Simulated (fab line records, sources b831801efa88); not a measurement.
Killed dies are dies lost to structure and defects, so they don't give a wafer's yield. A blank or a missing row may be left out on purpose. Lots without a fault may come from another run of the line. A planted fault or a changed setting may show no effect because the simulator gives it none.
A struck lot beside a sound one | flow sky130 | 43 steps out of a route of 708
Sound: wafers L741.1, L741.5, L741.6. Struck: wafers L753.2, L753.3, L753.6. The cause comes at the end.
At each step with rows: each side's tool, then ch and its chambers, then its first start. Under that, the readings that differ: sound wafers | struck wafers | difference of the means | sigmas: that difference in standard deviations of wafers without a fault.
alike: readings whose means differ by less than 2 such deviations, and words and numbers that are the same on both sides. not compared: withheld readings, readings that some wafer has no value for, bounds like >300 that may hide the same value, and numbers for which the record gives no deviation and whose values overlap.
The two part at a step that has a row with sigmas, a row that says differs or no value, or rows on one side only. Numbers that don't overlap but have no deviation are shown without sigmas and don't part them. A reading that every wafer of one side lacks parts them only if that side has two wafers or more.

first, 1 step without rows for these wafers: SKY_VT_ADJUST_LVTN_IMPLANT_08.
SKY_VT_ADJUST_LVTN_STRIP_09: strips in O2/N2.
  sound on plasma_asher-03 ch 0,1, day 9 04:04; struck on plasma_asher-04 ch 0,1, day 12 19:43
  reading                      | sound             | struck            | difference | sigmas
  strip_time_to_endpoint_s (s) | 37.04 37.07 37.09 | 36.77 36.93 36.83 | -0.22      | -2
  alike: drypump_motor_current_A, oes_product_au
  not compared: rf_hours_counter_h
SKY_VT_ADJUST_LVTN_TW_MEAS_10:
  sound on film_metro-04, day 9 04:10; struck on film_metro-02, day 12 19:50
  alike: VT_ADJUST_LVTN_TW
then, 7 steps without rows for these wafers: SKY_VT_ADJUST_LVTN_DEHYDRATE_11 (time 60 s); SKY_VT_ADJUST_LVTN_HMDS_12 (prime time 60 s); SKY_VT_ADJUST_LVTN_COAT_13 (resist thk 1140 nm); SKY_VT_ADJUST_LVTN_SOFTBAKE_14 (time 60 s); SKY_VT_ADJUST_LVTN_EXPOSE_15 (exposes mask HVN STD DERIVED, target cd 600 nm); SKY_VT_ADJUST_LVTN_PEB_16; SKY_VT_ADJUST_LVTN_DEVELOP_17 (develop time 60 s).
SKY_VT_ADJUST_LVTN_OVL_MEAS_18:
  sound on overlay-02, day 10 00:38; struck on overlay-02, day 13 21:29
  alike: VT_ADJUST_LVTN_01_OVL
then, 1 step without rows for these wafers: SKY_VT_ADJUST_LVTN_IMPLANT_19.
SKY_VT_ADJUST_LVTN_STRIP_20: strips in O2/N2.
  sound on plasma_asher-03 ch 0,1, day 10 00:49; struck on plasma_asher-03 ch 0,1, day 13 21:40
  alike: drypump_motor_current_A, oes_product_au, strip_time_to_endpoint_s
  not compared: rf_hours_counter_h
SKY_VT_ADJUST_LVTN_TW_MEAS_21:
  sound on film_metro-01, day 10 00:55; struck on film_metro-01, day 13 21:46
  alike: VT_ADJUST_LVTN_2_TW
then, 7 steps without rows for these wafers: SKY_VT_ADJUST_NCORE_DEHYDRATE_00 (time 60 s); SKY_VT_ADJUST_NCORE_HMDS_01 (prime time 60 s); SKY_VT_ADJUST_NCORE_COAT_02 (resist thk 1140 nm); SKY_VT_ADJUST_NCORE_SOFTBAKE_03 (time 60 s); SKY_VT_ADJUST_NCORE_EXPOSE_04 (exposes mask LVTN COMPLEMENT THIN, target cd 380 nm); SKY_VT_ADJUST_NCORE_PEB_05; SKY_VT_ADJUST_NCORE_DEVELOP_06 (develop time 60 s).
SKY_VT_ADJUST_NCORE_CD_MEAS_07: target cd 380 nm.
  sound on cd_sem-01, day 10 22:48; struck on cd_sem-02, day 14 23:16
  reading    | sound             | struck            | difference | sigmas
  cd_nm (nm) | 377.8 376.5 375.2 | 382.5 384.6 383.4 | +7.0       | +3
SKY_VT_ADJUST_NCORE_OVL_MEAS_08:
  sound on overlay-02, day 10 22:55; struck on overlay-01, day 14 23:23
  alike: VT_ADJUST_NCORE_OVL
then, 1 step without rows for these wafers: SKY_VT_ADJUST_NCORE_IMPLANT_09.
SKY_VT_ADJUST_NCORE_STRIP_10: strips in O2/N2.
  sound on plasma_asher-02 ch 0,1, day 10 23:07; struck on plasma_asher-01 ch 0,1, day 14 23:34
  alike: drypump_motor_current_A, oes_product_au, strip_time_to_endpoint_s
  not compared: rf_hours_counter_h
SKY_VT_ADJUST_NCORE_TW_MEAS_11:
  sound on film_metro-02, day 10 23:14; struck on film_metro-03, day 14 23:40
  alike: VT_ADJUST_NCORE_TW
then, 7 steps without rows for these wafers: SKY_VT_ADJUST_HVTR_DEHYDRATE_00 (time 60 s); SKY_VT_ADJUST_HVTR_HMDS_01 (prime time 60 s); SKY_VT_ADJUST_HVTR_COAT_02 (resist thk 1140 nm); SKY_VT_ADJUST_HVTR_SOFTBAKE_03 (time 60 s); SKY_VT_ADJUST_HVTR_EXPOSE_04 (exposes mask HVTRM, target cd 380 nm); SKY_VT_ADJUST_HVTR_PEB_05; SKY_VT_ADJUST_HVTR_DEVELOP_06 (develop time 60 s).
SKY_VT_ADJUST_HVTR_CD_MEAS_07: target cd 380 nm.
  sound on cd_sem-02, day 11 22:29; struck on cd_sem-02, day 16 02:48
  alike: cd_nm
SKY_VT_ADJUST_HVTR_OVL_MEAS_08:
  sound on overlay-01, day 11 22:36; struck on overlay-02, day 16 02:55
  alike: VT_ADJUST_HVTR_OVL
then, 1 step without rows for these wafers: SKY_VT_ADJUST_HVTR_IMPLANT_09.
SKY_VT_ADJUST_HVTR_STRIP_10: strips in O2/N2.
  sound on plasma_asher-02 ch 0,1, day 11 22:47; struck on plasma_asher-02 ch 0,1, day 16 03:05
  reading                      | sound             | struck            | difference | sigmas
  strip_time_to_endpoint_s (s) | 14.27 14.27 14.25 | 14.18 14.13 14.17 | -0.10      | -2
  alike: drypump_motor_current_A, oes_product_au
  not compared: rf_hours_counter_h
SKY_VT_ADJUST_HVTR_TW_MEAS_11:
  sound on film_metro-01, day 11 22:53; struck on film_metro-04, day 16 03:12
  alike: VT_ADJUST_HVTR_TW
then, 4 steps without rows for these wafers: SKY_VT_ADJUST_PCH_DEHYDRATE_00 (time 60 s); SKY_VT_ADJUST_PCH_HMDS_01 (prime time 60 s); SKY_VT_ADJUST_PCH_COAT_02 (resist thk 3000 nm); SKY_VT_ADJUST_PCH_SOFTBAKE_03.
-- the record jumps here: 34 days lie between the struck wafers' starts before and after (it left off in module VT_ADJUST_PCH and takes up again in module PAD_OPEN, whose first step shown is number 708 of the route) --
SKY_PAD_OPEN_PROBE_99:
  sound on prober-02, day 47 22:56; struck on prober-01, day 50 14:44
  reading             | sound    | struck                                                                     | difference                   | sigmas
  hold                | - - -    | await_dispo/2.7h/release await_dispo/2.7h/release await_dispo/2.7h/release | no value on the sound wafers |
  killed_at_front_end | 13 19 13 | 56 39 54                                                                   | +35                          | +8
  killed_dies         | 71 86 82 | 118 109 122                                                                | +37                          | +4
  alike: killed_at_M0_to_M3, killed_at_M4_up, killed_at_contacts, killed_at_other, killed_open, killed_short

WHERE THEY PART
First at SKY_VT_ADJUST_LVTN_STRIP_09; last, within this record, at SKY_PAD_OPEN_PROBE_99.

WHY: what the simulator had put in
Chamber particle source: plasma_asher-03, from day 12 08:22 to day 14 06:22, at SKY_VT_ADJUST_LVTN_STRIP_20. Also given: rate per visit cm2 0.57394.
